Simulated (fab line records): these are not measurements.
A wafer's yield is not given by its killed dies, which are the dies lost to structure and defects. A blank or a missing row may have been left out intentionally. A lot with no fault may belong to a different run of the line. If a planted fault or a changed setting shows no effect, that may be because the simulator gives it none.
fab line records	flow sfq-line
[record] lots = 14	wafers = 42	last-day = 90
route steps=325 shown I2@103 M5@206 A5B@209 R5@213
lots that met no fault: taken from a fault-free run of the same line
start-h: the number of hours between the record's first day and the start of the first shown wafer of the lot	wait-h: time in hours since the lot's previous step	" repeats the value in the row above	L1.1+2: several wafers, shown together as one row	- no value present, or no start provided	* or withheld: withheld	< > ~ a bound
route shown NAME@n: names a module that has steps shown in the file, with the first one's number in the route	usual: mean/standard deviation of fault-free wafers	same: alike in all rows	chamber/n: place in a boat	sites: readings site by site	_std_site: standard deviation across them	_edge_site: outer sites' mean less inner sites'	radius-mm: how far each site lies from the wafer's centre	mask NAME#n: copy n	behind: the last tool/chamber to shape the wafer	hold: the reason the lot was held/the length of the hold in hours/how it ended	device: names the non-switching transistor (n, p or np)	end of line: tests of these same wafers at the route's end	for a step that has no rows: nothing shown but its recipe	killed: not the wafer's yield, but the dies lost to structure and defects at the first sort	map: a wafer's dies, marking killed ones x, the rest . and places with no die _
set.NAME: the run value of the setting; set.NAME@STEP: its run value at that earlier step	model.NAME: the simulator's own value behind a step, which no gauge read
steps of the route over a sample of lots; a table a step, a row a wafer
services: the hour from which a tool's chamber was out of use, counted from the record's first day as start-h (under 0 if before that day), plus the number of hours and why
[[steps]]
[step SFQ_TRILAYER_I2_DEP_PECVD_063]
[recipe] material = SiO2	temp-c = 150	time-s = 111.11	pressure-torr = 2.4	rf-w = 183.3	precursor = SiH4/N2O	target-thk-nm = 500
[usual] heater-power-w = 89/12	throttle-valve-pct = 24.8/1.6
lot.wafer	tool	chamber	start-h	wait-h	heater-power-w	throttle-valve-pct
L185.2	pecvd-01	0	548.67	0.0	76	28.1
L185.3	"	2	"	"	109	24.9
L185.4	"	0	"	"	78	27.7
L186.3	pecvd-02	2	550.28	0.0	85	23.6
L186.4	"	0	"	"	89	24.3
L186.6	"	1	"	"	96	25.2
L187.1	pecvd-04	2	557.95	0.0	84	23.7
L187.2	"	0	"	"	74	25.5
L187.3	"	1	"	"	85	25.2
L188.1	pecvd-01	0	566.20	0.0	80	27.7
L188.5	"	1	"	"	90	25.5
L188.6	"	0	"	"	64	27.6
L189.2	pecvd-02	0	714.66	0.0	99	21.6
L189.4	"	0	"	"	106	21.6
L189.6	"	2	"	"	77	22.8
L190.2	pecvd-04	2	715.86	0.0	77	24.3
L190.4	"	1	"	"	84	25.0
L190.5	"	0	"	"	78	26.1
L191.1	pecvd-02	0	724.39	0.0	113	22.1
L191.5	"	0	"	"	117	21.3
L191.6	"	1	"	"	98	23.9
L192.1	pecvd-02	0	726.79	0.0	111	21.9
L192.4	"	1	"	"	94	24.3
L192.5	"	0	"	"	116	21.6
L197.1	pecvd-04	0	750.79	0.0	77	26.1
L197.2	"	2	"	"	87	24.4
L197.5	"	0	"	"	80	26.1
L198.2	pecvd-02	1	760.54	0.0	94	24.3
L198.3	"	2	"	"	80	23.1
L198.4	"	1	"	"	100	24.2
L199.2	pecvd-01	1	766.52	0.0	99	25.6
L199.5	"	0	"	"	81	27.8
L199.6	"	2	"	"	105	24.7
L201.4	pecvd-01	0	788.17	0.0	77	27.7
L201.5	"	2	"	"	104	24.4
L201.6	"	1	"	"	90	25.6
L205.1	pecvd-02	2	832.08	0.0	89	23.3
L205.4	"	2	"	"	91	23.3
L205.6	"	0	"	"	118	21.8
L207.2	pecvd-01	0	845.04	0.0	67	27.7
L207.4	"	1	"	"	91	25.5
L207.5	"	0	"	"	70	27.7
[step SFQ_TRILAYER_M5_ETCH_METAL_ETCH_126]
[recipe] target = Nb	stop-on = SiO2	mask-material = PR	over-etch-frac = 0.15	time-s = 203.2	chemistry = Cl2/BCl3	target-depth-nm = 265	icp-w = 600	bias-w = 80	pressure-mtorr = 10
[usual] drypump-motor-current-A = 5.6/0.62	oes-product-au = 0.726/0.006
lot.wafer	tool	chamber	start-h	wait-h	drypump-motor-current-A	oes-product-au	rf-hours-counter-h
L185.2	rie-metal-03	0	1295.83	0.0	5.1	0.729	128
L185.3	"	1	"	"	5.3	0.727	-
L185.4	"	0	"	"	5.1	0.726	-
L186.3	rie-metal-03	0	1339.71	0.1	5.1	0.722	-
L186.4	"	1	"	"	5.3	0.729	-
L186.6	"	0	"	"	5.1	0.731	-
L187.1	rie-metal-01	0	1342.05	0.0	5.1	0.727	131
L187.2	"	1	"	"	6.6	0.715	112
L187.3	"	0	"	"	5.1	0.719	-
L188.1	rie-metal-03	1	1343.25	0.0	5.3	0.728	124
L188.5	"	1	"	"	5.3	0.731	-
L188.6	"	0	"	"	5.1	0.731	-
L189.2	rie-metal-01	0	1345.65	0.0	5.1	0.729	132
L189.4	"	0	"	"	5.1	0.727	-
L189.6	"	1	"	"	6.7	0.723	-
L190.2	rie-metal-03	0	1350.57	0.0	5.1	0.727	135
L190.4	"	0	"	"	5.1	0.724	-
L190.5	"	0	"	"	5.1	0.725	-
L191.1	rie-metal-03	1	1354.17	0.0	5.3	0.720	126
L191.5	"	1	"	"	5.2	0.721	-
L191.6	"	0	"	"	5.1	0.717	-
L192.1	rie-metal-01	0	1356.67	0.0	5.1	0.715	134
L192.4	"	0	"	"	5.1	0.722	-
L192.5	"	1	"	"	6.6	0.737	-
L197.1	rie-metal-03	1	1369.87	0.0	5.2	0.722	129
L197.2	"	0	"	"	5.1	0.724	139
L197.5	"	0	"	"	5.1	0.726	-
L198.2	rie-metal-03	0	1373.35	0.0	5.1	0.724	140
L198.3	"	1	"	"	5.3	0.717	-
L198.4	"	0	"	"	5.1	0.731	-
L199.2	rie-metal-04	0	1384.79	0.0	5.7	0.737	126
L199.5	"	1	"	"	5.8	0.730	-
L199.6	"	0	"	"	5.7	0.731	-
L201.4	rie-metal-03	0	1398.61	0.1	5.1	0.737	-
L201.5	"	1	"	"	5.3	0.729	-
L201.6	"	0	"	"	5.1	0.733	-
L205.1	rie-metal-01	0	1420.23	0.0	5.1	0.724	5
L205.4	"	0	"	"	5.1	0.726	-
L205.6	"	0	"	"	5.1	0.726	-
L207.2	rie-metal-01	1	1432.23	0.0	6.7	0.728	130
L207.4	"	0	"	"	5.1	0.719	-
L207.5	"	1	"	"	6.7	0.727	-
[step SFQ_TRILAYER_A5B_DEP_PECVD_129]
[recipe] material = SiO2	temp-c = 150	time-s = 133.33	pressure-torr = 2.4	rf-w = 183.3	precursor = SiH4/N2O	target-thk-nm = 600
[usual] heater-power-w = 94/13	throttle-valve-pct = 24.5/1.2
lot.wafer	tool	chamber	start-h	wait-h	heater-power-w	throttle-valve-pct
L185.2	pecvd-03	1	1296.80	0.0	98	26.3
L185.3	"	2	"	"	87	24.0
L185.4	"	1	"	"	80	26.2
L186.3	pecvd-01	0	1340.63	0.0	68	24.9
L186.4	"	1	"	"	97	24.0
L186.6	"	2	"	"	112	23.4
L187.1	pecvd-02	0	1343.02	0.0	117	22.8
L187.2	"	1	"	"	95	26.6
L187.3	"	2	"	"	79	23.9
L188.1	pecvd-03	0	1344.23	0.0	108	24.1
L188.5	"	0	"	"	112	24.1
L188.6	"	2	"	"	70	23.9
L189.2	pecvd-01	1	1346.62	0.0	103	24.2
L189.4	"	0	"	"	78	24.6
L189.6	"	1	"	"	104	24.1
L190.2	pecvd-02	0	1351.54	0.0	99	22.6
L190.4	"	2	"	"	87	23.9
L190.5	"	1	"	"	87	26.6
L191.1	pecvd-01	2	1355.14	0.0	107	23.6
L191.5	"	2	"	"	108	23.5
L191.6	"	0	"	"	62	24.5
L192.1	pecvd-03	1	1357.66	0.0	97	25.9
L192.4	"	0	"	"	111	24.0
L192.5	"	2	"	"	82	23.8
L197.1	pecvd-03	0	1370.84	0.0	107	24.1
L197.2	"	1	"	"	90	26.4
L197.5	"	2	"	"	70	23.9
L198.2	pecvd-02	2	1374.32	0.0	95	24.1
L198.3	"	0	"	"	114	22.8
L198.4	"	2	"	"	79	23.8
L199.2	pecvd-03	0	1385.76	0.0	111	24.1
L199.5	"	0	"	"	114	24.1
L199.6	"	2	"	"	73	24.3
L201.4	pecvd-03	0	1399.77	0.0	117	24.0
L201.5	"	1	"	"	95	26.4
L201.6	"	2	"	"	79	24.0
L205.1	pecvd-02	2	1421.20	0.0	97	24.1
L205.4	"	2	"	"	79	24.3
L205.6	"	1	"	"	101	26.9
L207.2	pecvd-02	0	1433.20	0.0	106	23.2
L207.4	"	2	"	"	87	24.2
L207.5	"	1	"	"	96	27.3
[step SFQ_TRILAYER_R5_DEP_SPUTTER_133]
[recipe] material = MoNx	base-pressure-pa = 1.33e-06	target-thk-nm = 40	power-w = 1000	time-s = 66.7	chamber-pressure-pa = 0.4
[usual] cathode-dc-power-W = 999.98/0.17	throttle-valve-pct = 30.1/1.1
lot.wafer	tool	chamber	start-h	wait-h	cathode-dc-power-W	throttle-valve-pct
L185.2	pvd-sputter-05	-	1301.11	0.0	1000.1	30.3
L185.3	"	-	"	"	1000.0	29.8
L185.4	"	-	"	"	1000.1	30.1
L186.3	pvd-sputter-03	-	1344.94	0.0	1000.1	28.8
L186.4	"	-	"	"	1000.0	28.7
L186.6	"	-	"	"	1000.0	31.2
L187.1	pvd-sputter-03	-	1347.33	0.0	1000.2	29.6
L187.2	"	-	"	"	1000.3	31.2
L187.3	"	-	"	"	1000.0	28.7
L188.1	pvd-sputter-05	-	1348.54	0.0	999.91	30.2
L188.5	"	-	"	"	1000.3	31.4
L188.6	"	-	"	"	999.97	29.9
L189.2	pvd-sputter-04	-	1350.93	0.0	1000.1	31.4
L189.4	"	-	"	"	999.88	30.7
L189.6	"	-	"	"	1000.0	28.0
L190.2	pvd-sputter-03	-	1355.85	0.0	999.92	28.6
L190.4	"	-	"	"	999.64	29.2
L190.5	"	-	"	"	999.80	29.1
L191.1	pvd-sputter-03	-	1361.85	0.0	1000.1	29.0
L191.5	"	-	"	"	1000.0	31.1
L191.6	"	-	"	"	999.91	28.7
L192.1	pvd-sputter-05	-	1364.85	0.0	999.76	30.1
L192.4	"	-	"	"	1000.0	31.3
L192.5	"	-	"	"	999.64	29.8
L197.1	pvd-sputter-03	-	1379.85	0.0	1072.4	30.9
L197.2	"	-	"	"	1072.4	28.9
L197.5	"	-	"	"	1072.4	31.2
L198.2	pvd-sputter-04	-	1381.55	0.0	999.68	28.1
L198.3	"	-	"	"	999.85	30.9
L198.4	"	-	"	"	999.90	31.3
L199.2	pvd-sputter-05	-	1390.07	0.0	1000.0	29.9
L199.5	"	-	"	"	999.84	30.0
L199.6	"	-	"	"	999.93	30.2
L201.4	pvd-sputter-03	-	1404.55	0.0	1072.1	30.9
L201.5	"	-	"	"	1072.3	31.1
L201.6	"	-	"	"	1072.6	28.7
L205.1	pvd-sputter-05	-	1426.58	0.0	999.65	30.0
L205.4	"	-	"	"	1000.2	29.7
L205.6	"	-	"	"	1000.1	30.5
L207.2	pvd-sputter-05	-	1437.51	0.0	999.89	29.9
L207.4	"	-	"	"	999.92	30.6
L207.5	"	-	"	"	1000.0	30.4
[step SFQ_R5_RS_MEAS_933]
[recipe] thk-meas-gauge = four-point-probe	reads = Ti_of_TRILAYER_R5_DEP_SPUTTER_134+MoNx_of_TRILAYER_R5_DEP_SPUTTER_133+Ti_of_TRILAYER_R5_DEP_SPUTTER_132
[usual] R5_MONX_RS = 7.01/0.067
lot.wafer	tool	chamber	start-h	wait-h	R5_MONX_RS[ohm/sq]
L185.2	film-metro-03	-	1301.20	0.0	7.00
L185.3	"	-	"	"	6.97
L185.4	"	-	"	"	6.98
L186.3	film-metro-02	-	1345.06	0.0	7.05
L186.4	"	-	"	"	6.98
L186.6	"	-	"	"	6.89
L187.1	film-metro-02	-	1347.40	0.0	6.91
L187.2	"	-	"	"	6.84
L187.3	"	-	"	"	6.98
L188.1	film-metro-03	-	1348.62	0.0	6.94
L188.5	"	-	"	"	6.90
L188.6	"	-	"	"	6.91
L189.2	film-metro-03	-	1351.02	0.0	7.03
L189.4	"	-	"	"	7.07
L189.6	"	-	"	"	7.02
L190.2	film-metro-03	-	1355.95	0.0	7.07
L190.4	"	-	"	"	7.06
L190.5	"	-	"	"	7.02
L191.1	film-metro-02	-	1361.93	0.0	7.05
L191.5	"	-	"	"	6.93
L191.6	"	-	"	"	7.03
L192.1	film-metro-02	-	1364.93	0.0	6.99
L192.4	"	-	"	"	7.00
L192.5	"	-	"	"	6.97
L197.1	film-metro-02	-	1379.93	0.0	6.55
L197.2	"	-	"	"	6.62
L197.5	"	-	"	"	6.54
L198.2	film-metro-03	-	1381.64	0.0	6.99
L198.3	"	-	"	"	7.12
L198.4	"	-	"	"	7.03
L199.2	film-metro-02	-	1390.16	0.0	6.87
L199.5	"	-	"	"	6.91
L199.6	"	-	"	"	6.99
L201.4	film-metro-02	-	1404.69	0.1	6.55
L201.5	"	-	"	"	6.58
L201.6	"	-	"	"	6.61
L205.1	film-metro-03	-	1426.66	0.0	6.98
L205.4	"	-	"	"	6.95
L205.6	"	-	"	"	7.07
L207.2	film-metro-03	-	1437.61	0.0	7.07
L207.4	"	-	"	"	7.04
L207.5	"	-	"	"	7.15
[step SFQ_R5_THK_MEAS_934]
[recipe] thk-meas-gauge = xrf	reads = MoNx_of_TRILAYER_R5_DEP_SPUTTER_133
[usual] R5_MONX_THK = 40.4/0.39
lot.wafer	tool	chamber	start-h	wait-h	R5_MONX_THK[nm]
L185.2	film-metro-03	-	1301.31	0.1	40.2
L185.3	"	-	"	"	40.4
L185.4	"	-	"	"	40.3
L186.3	film-metro-02	-	1345.16	0.1	40.3
L186.4	"	-	"	"	40.4
L186.6	"	-	"	"	41.2
L187.1	film-metro-02	-	1347.52	0.1	41.1
L187.2	"	-	"	"	41.6
L187.3	"	-	"	"	40.7
L188.1	film-metro-03	-	1348.74	0.1	40.7
L188.5	"	-	"	"	41.2
L188.6	"	-	"	"	40.7
L189.2	film-metro-03	-	1351.13	0.1	40.5
L189.4	"	-	"	"	40.2
L189.6	"	-	"	"	40.2
L190.2	film-metro-03	-	1356.06	0.1	40.0
L190.4	"	-	"	"	40.2
L190.5	"	-	"	"	40.2
L191.1	film-metro-02	-	1362.05	0.1	40.3
L191.5	"	-	"	"	41.0
L191.6	"	-	"	"	40.4
L192.1	film-metro-02	-	1365.05	0.1	40.7
L192.4	"	-	"	"	40.6
L192.5	"	-	"	"	40.7
L197.1	film-metro-02	-	1380.05	0.1	43.5
L197.2	"	-	"	"	43.1
L197.5	"	-	"	"	43.6
L198.2	film-metro-03	-	1381.75	0.1	40.6
L198.3	"	-	"	"	40.0
L198.4	"	-	"	"	40.3
L199.2	film-metro-02	-	1390.27	0.1	41.1
L199.5	"	-	"	"	41.0
L199.6	"	-	"	"	40.7
L201.4	film-metro-02	-	1404.78	0.1	43.4
L201.5	"	-	"	"	43.4
L201.6	"	-	"	"	43.1
L205.1	film-metro-03	-	1426.78	0.1	40.5
L205.4	"	-	"	"	40.4
L205.6	"	-	"	"	40.1
L207.2	film-metro-03	-	1437.72	0.1	40.2
L207.4	"	-	"	"	40.2
L207.5	"	-	"	"	39.8
[[services]]
tool	chamber	start-h	hours	kind
pecvd-02	-	538.56	6.0	pm
rie-metal-03	-	545.34	0.9	repair
pecvd-02	-	563.75	14.0	pm
pecvd-02	-	565.65	2.8	repair
pecvd-02	-	576.85	5.8	repair
rie-metal-03	-	618.25	1.4	pm
pecvd-01	-	699.04	28.1	pm
pecvd-01	-	745.44	0.5	repair
pecvd-02	-	754.55	1.0	repair
pecvd-02	2	760.64	44.6	repair
rie-metal-03	-	775.99	1.6	repair
rie-metal-03	-	786.71	14.6	pm
pecvd-02	-	803.50	5.5	pm
rie-metal-03	1	836.29	15.4	repair
pecvd-01	-	837.54	5.5	pm
pecvd-02	-	888.87	2.8	pm
pecvd-02	-	892.61	2.2	repair
pecvd-02	1	898.30	5.6	repair
pecvd-02	-	905.82	4.9	repair
rie-metal-03	-	911.19	1.9	repair
pecvd-02	2	918.52	2.7	repair
pecvd-02	-	1050.32	11.1	repair
pecvd-02	0	1176.06	9.4	repair
pecvd-02	-	1247.78	2.5	repair
[[key]]
[first-sign] step = SFQ_TRILAYER_R5_DEP_SPUTTER_133	reading = cathode-dc-power-W	direction = up	sigmas = 99+	usual = 999.98	struck = 1072.4
[effect] step = SFQ_R5_RS_MEAS_933	reading = R5_MONX_RS	direction = down	sigmas = 6.5	usual = 7.01	struck = 6.57
[effect] step = SFQ_R5_THK_MEAS_934	reading = R5_MONX_THK	direction = up	sigmas = 7.5	usual = 40.4	struck = 43.3
met-at SFQ_TRILAYER_R5_DEP_SPUTTER_133
struck-lots L197,L201
not-acting-at SFQ_TRILAYER_I2_DEP_PECVD_063,SFQ_TRILAYER_M5_ETCH_METAL_ETCH_126,SFQ_TRILAYER_A5B_DEP_PECVD_129
onset-between 1361.85 1379.85
[fault] kind = process-parameter-drift	tool = pvd-sputter-03	chamber = -	onset-h = 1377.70	steps = SFQ_TRILAYER_R5_DEP_SPUTTER_133	channel = power-w	offset = 72.393	shape = step	end-h = 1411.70	acts-in = these-recipes-only	stated = 1000
